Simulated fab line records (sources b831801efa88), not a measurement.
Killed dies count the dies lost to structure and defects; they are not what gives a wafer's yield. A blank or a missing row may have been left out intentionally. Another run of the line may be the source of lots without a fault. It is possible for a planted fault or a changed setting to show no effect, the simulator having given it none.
fab line records	flow sky130
[record] lots = 12	wafers = 35	lastDay = 50
route steps=708 shown VIA3@593 METAL4@600 METAL5@665 PAD_OPEN@701
lots untouched by any fault: they come from a run of this same line in which no faults occurred
startH: the number of hours between the record's first day and the start of the first shown wafer of the lot	waitH: hours from the lot's prior step to this one	" unchanged from the row above	L1.1+2: a row that stands for several wafers	- no value, or no start given	* or withheld: withheld	< > ~ a bound
route shown NAME@n: NAME is a module with steps in the file, n the number in the route of the first one	usual: the fault-free wafers' mean and standard deviation	same: alike in all rows	chamber/n: place in a boat	sites: readings site by site	_std_site: the values' standard deviation	_edge_site: inner sites' mean taken away from outer sites' mean	radiusMm: for every site, how far away it sits from the centre of the wafer	mask NAME#n: copy n	behind: the most recent tool/chamber to have shaped the wafer	hold: reason for holding the lot/hours on hold/outcome of the hold	device: whichever transistor did not switch (one of n, p or np)	end of line: the tests these same wafers got at the end of their route	step lacking rows: just its recipe	killed: dies lost to structure and defects at the first sort, not the wafer's yield	map: a wafer's dies, x killed, . not, _ none there
set.NAME: the setting that was run; set.NAME@STEP: the one run at that earlier step	model.NAME: the simulator's own value behind a step, which no gauge read
the route's steps for a sample of lots (tables are steps, rows are wafers)
services: from which hour (startH, from the record's first day; less than 0 if before it) a tool's chamber was out of use, for how many hours, and why
[[steps]]
[step SKY_VIA3_SPUTTER_20]
[recipe] material = TiN	targetThkNm = 20	chamberPressurePa = 5	powerW = 4000	timeS = 80
[usual] throttleValvePct = 30.3/0.92
lot.wafer	tool	chamber	startH	waitH	throttleValvePct
L320.1	pvdSputter-01	-	961.05	0.0	28.8
L320.3	"	-	"	"	31.6
L320.5	"	-	"	"	31.7
L319.1	pvdSputter-04	-	962.09	0.0	29.8
L319.4	"	-	"	"	30.0
L319.5	"	-	"	"	31.3
L321.2	pvdSputter-04	-	974.38	0.0	30.0
L321.5	"	-	"	"	30.0
L321.6	"	-	"	"	31.3
L323.2	pvdSputter-04	-	985.40	0.0	31.7
L323.3	"	-	"	"	30.1
L323.6	"	-	"	"	29.6
L325.1	pvdSputter-02	-	997.26	0.0	30.3
L325.2	"	-	"	"	31.1
L325.5	"	-	"	"	30.1
L327.1	pvdSputter-04	-	1008.55	0.0	30.7
L327.3	"	-	"	"	31.6
L327.6	"	-	"	"	30.9
L328.2	pvdSputter-02	-	1013.66	0.0	30.0
L328.4	"	-	"	"	31.1
L328.6	"	-	"	"	30.4
L329.1	pvdSputter-04	-	1019.60	0.0	31.4
L329.5	"	-	"	"	30.9
L329.6	"	-	"	"	31.8
L332.2	pvdSputter-04	-	1044.86	0.0	30.1
L332.4	"	-	"	"	30.8
L332.6	"	-	"	"	29.8
L331.1	pvdSputter-02	-	1045.31	0.0	31.0
L331.3	"	-	"	"	29.5
L331.6	"	-	"	"	29.7
L337.3	pvdSputter-01	-	1067.41	0.0	30.2
L337.6	"	-	"	"	31.6
L338.2	pvdSputter-01	-	1078.39	0.0	30.1
L338.3	"	-	"	"	31.5
L338.5	"	-	"	"	31.7
[step SKY_METAL4_SPUTTER_02]
[recipe] material = AlCu	targetThkNm = 735	powerW = 10600	timeS = 39.1	chamberPressurePa = 0.4
[usual] throttleValvePct = 30.1/0.99
lot.wafer	tool	chamber	startH	waitH	throttleValvePct
L320.1	pvdSputter-02	-	961.89	0.0	31.4
L320.3	"	-	"	"	30.1
L320.5	"	-	"	"	29.6
L319.1	pvdSputter-03	-	962.81	0.0	30.9
L319.4	"	-	"	"	28.7
L319.5	"	-	"	"	29.8
L321.2	pvdSputter-02	-	975.09	0.0	30.2
L321.5	"	-	"	"	29.7
L321.6	"	-	"	"	31.4
L323.2	pvdSputter-01	-	986.11	0.0	31.6
L323.3	"	-	"	"	30.6
L323.6	"	-	"	"	28.6
L325.1	pvdSputter-01	-	997.97	0.0	28.6
L325.2	"	-	"	"	31.4
L325.5	"	-	"	"	30.4
L327.1	pvdSputter-03	-	1009.31	0.0	30.2
L327.3	"	-	"	"	29.9
L327.6	"	-	"	"	30.8
L328.2	pvdSputter-03	-	1014.37	0.0	29.8
L328.4	"	-	"	"	30.7
L328.6	"	-	"	"	29.6
L329.1	pvdSputter-02	-	1020.31	0.0	30.0
L329.5	"	-	"	"	29.7
L329.6	"	-	"	"	30.3
L332.2	pvdSputter-01	-	1045.69	0.0	28.8
L332.4	"	-	"	"	28.9
L332.6	"	-	"	"	30.1
L331.1	pvdSputter-03	-	1046.02	0.0	30.5
L331.3	"	-	"	"	31.6
L331.6	"	-	"	"	29.9
L337.3	pvdSputter-03	-	1068.20	0.0	29.9
L337.6	"	-	"	"	29.8
L338.2	pvdSputter-03	-	1079.10	0.0	30.5
L338.3	"	-	"	"	28.8
L338.5	"	-	"	"	28.6
[step SKY_METAL5_SPUTTER_04]
[recipe] material = TiN	targetThkNm = 70	powerW = 6500	timeS = 58.3	chamberPressurePa = 0.4
[usual] throttleValvePct = 30.2/1.1
lot.wafer	tool	chamber	startH	waitH	throttleValvePct
L320.1	pvdSputter-01	-	1037.14	0.0	30.2
L320.3	"	-	"	"	31.5
L320.5	"	-	"	"	31.4
L319.1	pvdSputter-01	-	1038.12	0.0	29.3
L319.4	"	-	"	"	31.6
L319.5	"	-	"	"	29.0
L321.2	pvdSputter-04	-	1049.30	0.0	31.5
L321.5	"	-	"	"	30.3
L321.6	"	-	"	"	30.1
L323.2	pvdSputter-01	-	1059.71	0.0	30.2
L323.3	"	-	"	"	31.7
L323.6	"	-	"	"	28.7
L325.1	pvdSputter-02	-	1071.84	0.0	31.1
L325.2	"	-	"	"	30.4
L325.5	"	-	"	"	29.4
L327.1	pvdSputter-04	-	1081.01	0.0	31.7
L327.3	"	-	"	"	30.1
L327.6	"	-	"	"	31.5
L328.2	pvdSputter-01	-	1085.46	0.0	31.7
L328.4	"	-	"	"	28.9
L328.6	"	-	"	"	31.7
L329.1	pvdSputter-04	-	1090.65	0.0	31.2
L329.5	"	-	"	"	31.7
L329.6	"	-	"	"	30.9
L332.2	pvdSputter-01	-	1113.86	0.0	32.1
L332.4	"	-	"	"	30.3
L332.6	"	-	"	"	28.8
L331.1	pvdSputter-02	-	1113.87	0.0	29.8
L331.3	"	-	"	"	29.4
L331.6	"	-	"	"	30.3
L337.3	pvdSputter-01	-	1134.48	0.0	31.8
L337.6	"	-	"	"	28.8
L338.2	pvdSputter-04	-	1144.21	0.0	29.5
L338.3	"	-	"	"	31.7
L338.5	"	-	"	"	30.6
[step SKY_PAD_OPEN_ETCH_07]
[recipe] chemistry = CF4/O2	targetDepthNm = 725	stopOn = AlCu	sourceW = 800	biasW = 150	pressureMtorr = 150	cf4FlowSccm = 80	O2_flow_sccm = 10	timeS = 161.1
[usual] drypumpMotorCurrentA = 5.7/0.33	oesProductAu = 0.977/0.0069	throttleValvePct = 5.964/0.0095
lot.wafer	tool	chamber	startH	waitH	drypumpMotorCurrentA	oesProductAu	rfHoursCounterH	throttleValvePct
L320.1	rieDiel-04	3	1104.06	-	5.7	0.972	30	5.967
L320.3	"	0	"	"	5.5	0.967	11	5.962
L320.5	"	3	"	"	5.7	0.981	-	5.960
L319.1	rieDiel-01	3	1105.76	-	5.7	0.976	4	5.962
L319.4	"	3	"	"	5.7	0.991	-	5.951
L319.5	"	2	"	"	5.2	0.970	-	5.960
L321.2	rieDiel-04	1	1116.15	-	5.7	0.974	15	5.973
L321.5	"	1	"	"	5.7	0.982	-	5.973
L321.6	"	0	"	"	5.5	0.981	-	5.948
L323.2	rieDiel-03	3	1125.35	-	6.4	0.964	13	5.974
L323.3	"	0	"	"	5.7	0.981	24	5.959
L323.6	"	3	"	"	6.4	0.983	-	5.958
L325.1	rieDiel-01	0	1135.15	-	6.2	0.977	13	5.952
L325.2	"	1	"	"	5.6	0.982	21	5.970
L325.5	"	2	"	"	5.3	0.986	-	5.964
L327.1	rieDiel-04	0	1143.98	-	5.5	0.962	12	5.963
L327.3	"	1	"	"	5.8	0.974	16	5.972
L327.6	"	3	"	"	5.6	0.973	-	5.957
L328.2	rieDiel-01	3	1148.16	-	5.7	0.967	5	5.971
L328.4	"	0	"	"	6.2	0.978	13	5.954
L328.6	"	2	"	"	5.2	0.979	-	5.962
L329.1	rieDiel-03	0	1152.86	-	5.7	0.973	25	5.975
L329.5	"	0	"	"	5.7	0.991	-	5.969
L329.6	"	3	"	"	6.4	0.981	-	5.943
L332.2	rieDiel-04	2	1171.58	-	5.5	0.974	24	5.961
L332.4	"	3	"	"	5.6	0.977	32	5.961
L332.6	"	2	"	"	5.5	0.985	-	5.973
L331.1	rieDiel-03	0	1171.96	-	5.7	0.970	26	5.964
L331.3	"	3	"	"	6.4	0.970	15	5.967
L331.6	"	3	"	"	6.4	0.976	-	5.964
L337.3	rieDiel-04	2	1190.33	-	5.5	0.981	25	5.959
L337.6	"	3	"	"	5.6	0.976	-	5.990
L338.2	rieDiel-03	0	1198.38	-	5.7	0.969	27	5.973
L338.3	"	2	"	"	5.2	0.988	16	5.963
L338.5	"	3	"	"	6.4	0.992	-	5.958
[step SKY_PAD_OPEN_PROBE_99]
[usual] defectLimitedYield = 82.5/2.2	killed_at_M0_to_M3 = 43/7.5	killed_at_M4_up = 3.2/1.9	killedAtContacts = 24/5.6	killedAtFrontEnd = 15/4.8	killedAtOther = 0.2/0.54	killedDies = 86/11	killedOpen = 47/7.6	killedShort = 39/7.1	sort_bin_3_pad_short = 0.8/0.36	sort_bin_5_function = 10.4/1.6	sort_bin_6_memory = 6.3/1.3	sortNPass = 406/11	sortYieldPct = 82.5/2.2
[same] grossDies = 492	killedAtBackSide = 0	sort_bin_4_leakage[%] = 0	sort_bin_8_speed[%] = 0
lot.wafer	tool	chamber	startH	waitH	hold	defectLimitedYield[%]	killed_at_M0_to_M3	killed_at_M4_up	killedAtContacts	killedAtFrontEnd	killedAtOther	killedDies	killedOpen	killedShort	sort_bin_3_pad_short[%]	sort_bin_5_function[%]	sort_bin_6_memory[%]	sortNPass	sortYieldPct[%]
L321.2	prober-01	-	1118.70	0.1	-	82.1	48	6	22	12	0	88	44	44	0.8	11.6	5.5	404	82.1
L321.5	prober-01	-	1118.85	0.2	-	82.7	42	1	24	17	1	85	44	41	1.0	8.7	7.5	407	82.7
L321.6	prober-01	-	1118.90	0.2	-	82.9	46	0	23	15	0	84	46	38	0.6	7.9	8.5	408	82.9
L325.1	prober-02	-	1137.71	0.1	-	82.7	45	6	20	14	0	85	51	34	0.6	9.6	7.1	407	82.7
L325.2	prober-02	-	1137.76	0.1	-	81.5	50	0	25	16	0	91	46	45	1.4	9.1	7.9	401	81.5
L325.5	prober-02	-	1137.91	0.2	-	80.7	45	4	27	19	0	95	54	41	1.2	11.0	7.1	397	80.7
L327.1	prober-02	-	1146.30	0.1	-	81.5	41	2	31	16	1	91	52	39	0.6	10.6	7.3	401	81.5
L327.3	prober-02	-	1146.40	0.2	-	79.9	48	2	34	15	0	99	53	46	0.6	11.4	8.1	393	79.9
L327.6	prober-02	-	1146.55	0.2	-	85.0	31	4	21	18	0	74	43	31	0.4	10.4	4.3	418	85.0
L332.2	prober-02	-	1173.99	0.1	-	78.7	55	4	31	15	0	105	66	39	0.6	12.6	8.1	387	78.7
L332.4	prober-02	-	1174.09	0.2	-	80.1	49	4	28	15	2	98	51	47	1.0	12.0	6.9	394	80.1
L332.6	prober-02	-	1174.19	0.2	-	81.5	48	5	27	11	0	91	59	32	0.4	10.4	7.7	401	81.5
L331.1	prober-01	-	1174.42	0.1	-	82.7	38	3	32	11	1	85	48	37	0	10.0	7.3	407	82.7
L331.3	prober-01	-	1174.52	0.2	-	82.1	46	3	23	16	0	88	38	50	0.6	11.2	6.1	404	82.1
L331.6	prober-01	-	1174.67	0.2	-	82.3	43	1	30	13	0	87	51	36	0.4	10.8	6.5	405	82.3
L337.3	prober-02	-	1193.21	0.2	awaitDispo/2.0h/release	80.5	40	2	37	17	0	96	51	45	1.0	13.0	5.5	396	80.5
L337.6	prober-02	-	1193.36	0.2	awaitDispo/2.0h/release	80.3	57	2	20	18	0	97	30	37	3.0	11.4	5.3	395	80.3
L338.2	prober-01	-	1201.20	0.1	awaitDispo/0.7h/release	85.4	40	2	17	13	0	72	33	39	1.0	8.3	5.3	420	85.4
L338.3	prober-01	-	1201.25	0.2	awaitDispo/0.7h/release	81.7	64	2	11	13	0	90	29	31	2.8	11.6	3.9	402	81.7
L338.5	prober-01	-	1201.35	0.2	awaitDispo/0.7h/release	79.1	68	2	13	20	0	103	41	30	1.8	14.4	4.7	389	79.1
// killed by level:class
L321.2 VIA1:geometricParticle:open=10 CONTACT:geometricParticle:open=7 VIA3:geometricParticle:open=7 METAL3:geometricParticle:short=7 LI_CONTACT:geometricParticle:open=6 FIELD_ISO:geometricParticle:short=5 VIA2:geometricParticle:open=5 METAL4:geometricParticle:short=5
L321.5 VIA1:geometricParticle:open=13 CONTACT:geometricParticle:open=7 VIA3:geometricParticle:open=6 POLY_GATE:geometricParticle:open=6 LI_CONTACT:geometricParticle:open=6 LOCAL_INTERCONNECT:geometricParticle:short=6 METAL2:geometricParticle:short=6 FIELD_ISO:geometricParticle:short=4
L321.6 VIA1:geometricParticle:open=14 CONTACT:geometricParticle:open=9 CONTACT:geometricParticle:short=7 VIA1:geometricParticle:short=7 METAL3:geometricParticle:short=7 POLY_GATE:geometricParticle:open=5 LI_CONTACT:geometricParticle:open=5 VIA3:geometricParticle:open=4
L325.1 VIA1:geometricParticle:open=12 CONTACT:geometricParticle:open=10 VIA3:geometricParticle:open=8 LI_CONTACT:geometricParticle:open=6 VIA1:geometricParticle:short=5 VIA2:geometricParticle:short=5 POLY_GATE:geometricParticle:short=4 METAL1:geometricParticle:short=4
L325.2 VIA1:geometricParticle:open=12 CONTACT:geometricParticle:open=9 VIA3:geometricParticle:open=7 CONTACT:geometricParticle:short=6 METAL3:geometricParticle:short=6 FIELD_ISO:geometricParticle:short=5 METAL1:geometricParticle:short=5 VIA1:geometricParticle:short=5
L325.5 VIA1:geometricParticle:open=15 LI_CONTACT:geometricParticle:open=9 POLY_GATE:geometricParticle:open=6 LOCAL_INTERCONNECT:geometricParticle:short=6 CONTACT:geometricParticle:open=6 METAL1:geometricParticle:short=5 VIA3:geometricParticle:open=5 METAL2:geometricParticle:short=5
L327.1 CONTACT:geometricParticle:open=11 VIA1:geometricParticle:open=11 CONTACT:geometricParticle:short=9 FIELD_ISO:geometricParticle:open=7 VIA2:geometricParticle:open=7 VIA1:geometricParticle:short=5 LI_CONTACT:geometricParticle:open=5 METAL2:geometricParticle:short=5
L327.3 CONTACT:geometricParticle:open=13 VIA1:geometricParticle:short=9 VIA1:geometricParticle:open=8 VIA3:geometricParticle:open=8 LI_CONTACT:geometricParticle:open=6 VIA2:geometricParticle:open=5 CONTACT:geometricParticle:short=5 VIA3:geometricParticle:short=5
L327.6 LI_CONTACT:geometricParticle:open=10 VIA3:geometricParticle:open=8 FIELD_ISO:geometricParticle:open=6 VIA2:geometricParticle:open=5 FIELD_ISO:geometricParticle:short=4 CONTACT:geometricParticle:open=4 CONTACT:geometricParticle:short=4 VIA1:geometricParticle:short=4
L332.2 CONTACT:geometricParticle:open=15 VIA3:geometricParticle:open=14 VIA1:geometricParticle:open=11 METAL1:geometricParticle:short=10 CONTACT:geometricParticle:short=7 LI_CONTACT:geometricParticle:open=6 FIELD_ISO:geometricParticle:open=5 VIA2:geometricParticle:open=5
L332.4 VIA1:geometricParticle:open=15 CONTACT:geometricParticle:open=8 METAL1:geometricParticle:short=7 LI_CONTACT:geometricParticle:open=6 LOCAL_INTERCONNECT:geometricParticle:short=6 METAL3:geometricParticle:short=5 CONTACT:geometricParticle:short=5 VIA2:geometricParticle:open=5
L332.6 VIA1:geometricParticle:open=14 CONTACT:geometricParticle:open=13 VIA2:geometricParticle:open=8 VIA3:geometricParticle:open=8 LI_CONTACT:geometricParticle:open=6 CONTACT:geometricParticle:short=6 VIA2:geometricParticle:short=5 POLY_GATE:geometricParticle:short=4
L331.1 LI_CONTACT:geometricParticle:open=9 CONTACT:geometricParticle:open=9 CONTACT:geometricParticle:short=7 VIA2:geometricParticle:open=7 VIA1:geometricParticle:open=6 METAL2:geometricParticle:short=5 FIELD_ISO:geometricParticle:open=4 METAL1:geometricParticle:short=4
L331.3 FIELD_ISO:geometricParticle:short=9 CONTACT:geometricParticle:open=8 VIA1:geometricParticle:open=8 METAL2:geometricParticle:short=7 CONTACT:geometricParticle:short=6 VIA2:geometricParticle:open=6 VIA3:geometricParticle:short=5 METAL1:geometricParticle:short=4
L331.6 LI_CONTACT:geometricParticle:open=9 VIA1:geometricParticle:short=9 VIA1:geometricParticle:open=8 FIELD_ISO:geometricParticle:open=7 CONTACT:geometricParticle:open=7 VIA2:geometricParticle:open=7 CONTACT:geometricParticle:short=6 VIA3:geometricParticle:open=5
L337.3 CONTACT:geometricParticle:open=14 VIA1:geometricParticle:open=11 LOCAL_INTERCONNECT:geometricParticle:short=7 CONTACT:geometricParticle:short=7 LI_CONTACT:geometricParticle:open=6 POLY_GATE:geometricParticle:short=5 METAL1:geometricParticle:short=5 FIELD_ISO:geometricParticle:open=4
L337.6 VIA3:unspecified=30 CONTACT:geometricParticle:open=6 FIELD_ISO:geometricParticle:short=5 VIA1:geometricParticle:short=5 VIA1:geometricParticle:open=5 POLY_GATE:geometricParticle:open=4 LI_CONTACT:geometricParticle:short=4 LI_CONTACT:geometricParticle:open=4
L338.2 VIA1:geometricParticle:open=12 METAL1:geometricParticle:short=7 CONTACT:geometricParticle:open=6 FIELD_ISO:geometricParticle:short=5 POLY_GATE:geometricParticle:open=4 LOCAL_INTERCONNECT:geometricParticle:short=4 CONTACT:geometricParticle:short=4 VIA2:geometricParticle:short=4
L338.3 VIA3:unspecified=30 VIA2:geometricParticle:open=8 FIELD_ISO:geometricParticle:short=5 METAL2:geometricParticle:short=5 FIELD_ISO:geometricParticle:open=4 VIA1:geometricParticle:short=4 VIA1:geometricParticle:open=4 POLY_GATE:geometricParticle:short=3
L338.5 VIA3:unspecified=32 FIELD_ISO:geometricParticle:open=8 VIA1:geometricParticle:open=7 VIA3:geometricParticle:open=7 LI_CONTACT:geometricParticle:open=5 METAL2:geometricParticle:short=5 VIA2:geometricParticle:open=5 CONTACT:geometricParticle:short=4
[[services]]
tool	chamber	startH	hours	kind
pvdSputter-03	-	950.54	4.1	repair
pvdSputter-02	-	966.98	1.5	repair
rieDiel-03	3	999.19	5.2	repair
rieDiel-03	1	1001.47	14.9	repair
rieDiel-03	3	1006.94	6.8	repair
pvdSputter-01	-	1018.39	15.8	repair
rieDiel-04	1	1033.12	8.0	repair
pvdSputter-04	-	1034.53	5.1	repair
rieDiel-03	-	1046.18	28.1	pm
pvdSputter-04	-	1053.54	5.3	repair
rieDiel-04	0	1061.28	13.1	repair
rieDiel-03	2	1074.82	23.1	repair
pvdSputter-04	-	1077.61	0.8	repair
rieDiel-01	3	1093.81	3.5	repair
rieDiel-01	1	1096.11	12.4	repair
pvdSputter-01	-	1110.11	2.6	repair
rieDiel-01	3	1132.41	3.4	repair
rieDiel-03	-	1142.89	1.3	repair
pvdSputter-04	-	1158.53	1.8	repair
rieDiel-01	3	1171.35	1.5	repair
pvdSputter-03	-	1175.13	4.9	repair
rieDiel-01	3	1182.26	12.6	repair
pvdSputter-03	-	1187.14	1.0	repair
rieDiel-03	1	1188.07	2.4	repair
[[key]]
[firstSign] step = SKY_PAD_OPEN_PROBE_99	reading = sort_bin_3_pad_short	direction = up	sigmas = 4.9	usual = 0.8	struck = 2.6
[effect] step = SKY_PAD_OPEN_PROBE_99	reading = killed_at_M0_to_M3	direction = up	sigmas = 2.6	usual = 43	struck = 63
metAt SKY_VIA3_SPUTTER_20
struckLots L337,L338
struckWafers L337.6,L338.3,L338.5
notActingAt SKY_METAL4_SPUTTER_02,SKY_METAL5_SPUTTER_04,SKY_PAD_OPEN_ETCH_07
onsetBetween 961.05 1067.41
[fault] kind = chamberParticleSource	tool = pvdSputter-01	chamber = -	onsetH = 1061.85	steps = SKY_VIA3_SPUTTER_20	ratePerVisitCm2 = 1.6206	endH = 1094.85	scope = struckWafersOnly
